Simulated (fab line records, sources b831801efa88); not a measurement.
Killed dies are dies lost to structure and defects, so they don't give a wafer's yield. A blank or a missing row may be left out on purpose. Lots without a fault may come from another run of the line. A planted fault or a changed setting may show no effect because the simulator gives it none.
A struck lot beside a sound one | flow sky130 | 21 steps out of a route of 708
Sound: wafers L272.2, L272.3, L272.4. Struck: wafers L281.1, L281.2, L281.6. The cause comes at the end.
At each step with rows: each side's tool, then ch and its chambers, then its first start. Under that, the readings that differ: sound wafers | struck wafers | difference of the means | sigmas: that difference in standard deviations of wafers without a fault.
alike: readings whose means differ by less than 2 such deviations, and words and numbers that are the same on both sides. not compared: withheld readings, readings that some wafer has no value for, bounds like >300 that may hide the same value, and numbers for which the record gives no deviation and whose values overlap.
The two part at a step that has a row with sigmas, a row that says differs or no value, or rows on one side only. Numbers that don't overlap but have no deviation are shown without sigmas and don't part them. A reading that every wafer of one side lacks parts them only if that side has two wafers or more.

SKY_POLY_GATE_CD_MEAS_22:
  sound on cd_sem-02, day 20 09:10; struck on cd_sem-02, day 23 18:13
  alike: cd_nm
then, 7 steps without rows for these wafers: SKY_LDD_N_DEHYDRATE_00 (time 60 s); SKY_LDD_N_HMDS_01 (prime time 60 s); SKY_LDD_N_COAT_02 (resist thk 306 nm); SKY_LDD_N_SOFTBAKE_03 (time 60 s); SKY_LDD_N_EXPOSE_04 (exposes mask NTM, target cd 840 nm); SKY_LDD_N_PEB_05; SKY_LDD_N_DEVELOP_06 (develop time 60 s).
SKY_LDD_N_OVL_MEAS_07:
  sound on overlay-01, day 21 16:05; struck on overlay-01, day 25 00:13
  alike: LDD_N_OVL
then, 3 steps without rows for these wafers: SKY_LDD_N_IMPLANT_08; SKY_LDD_N_IMPLANT_09; SKY_LDD_N_IMPLANT_10.
SKY_LDD_N_IMPLANT_11:
  sound on implanter-02 ch 0, day 21 16:35; struck on implanter-03 ch 0, day 25 01:01
then, 4 steps without rows for these wafers: SKY_LDD_N_IMPLANT_12; SKY_LDD_N_IMPLANT_13; SKY_LDD_N_IMPLANT_14; SKY_LDD_N_IMPLANT_15.
SKY_LDD_N_STRIP_16: strips in O2/N2.
  sound on plasma_asher-03 ch 0,1, day 21 17:19; struck on plasma_asher-03 ch 0,1, day 25 01:46
  reading                      | sound             | struck            | difference | sigmas
  strip_time_to_endpoint_s (s) | 4.405 4.402 4.399 | 4.580 4.604 4.595 | +0.191     | +14
  alike: drypump_motor_current_A, oes_product_au
  not compared: rf_hours_counter_h
SKY_LDD_N_TW_MEAS_17:
  sound on film_metro-04, day 21 17:25; struck on film_metro-03, day 25 01:52
  reading  | sound          | struck         | difference | sigmas
  LDD_N_TW | 2604 2613 2609 | 2660 2678 2675 | +62        | +3
then, 1 step without rows for these wafers: SKY_LDD_P_DEHYDRATE_00 (time 60 s).
-- the record jumps here: 25 days lie between the struck wafers' starts before and after (it left off in module LDD_P and takes up again in module PAD_OPEN, whose first step shown is number 708 of the route) --
SKY_PAD_OPEN_PROBE_99:
  sound on prober-01, day 48 12:44; struck on prober-02, day 50 10:20
  reading                     | sound         | struck            | difference | sigmas
  model.etest.tip_n.rs_ohm_sq | 440 440 439.8 | 384.6 385.2 387.4 | -54.2      |
  alike: killed_at_M0_to_M3, killed_at_M4_up, killed_at_contacts, killed_at_front_end, killed_at_other, killed_dies, killed_open, killed_short
  not compared: model.etest.nfet_01v8_lvt.vt_sat_v, model.etest.nfet_01v8_turned.vt_sat_v, model.etest.nfet_01v8.vt_sat_v

WHERE THEY PART
First at SKY_LDD_N_STRIP_16; last, within this record, at SKY_LDD_N_TW_MEAS_17. Later steps at which nothing parts them and some readings are alike: SKY_PAD_OPEN_PROBE_99.

WHY: what the simulator had put in
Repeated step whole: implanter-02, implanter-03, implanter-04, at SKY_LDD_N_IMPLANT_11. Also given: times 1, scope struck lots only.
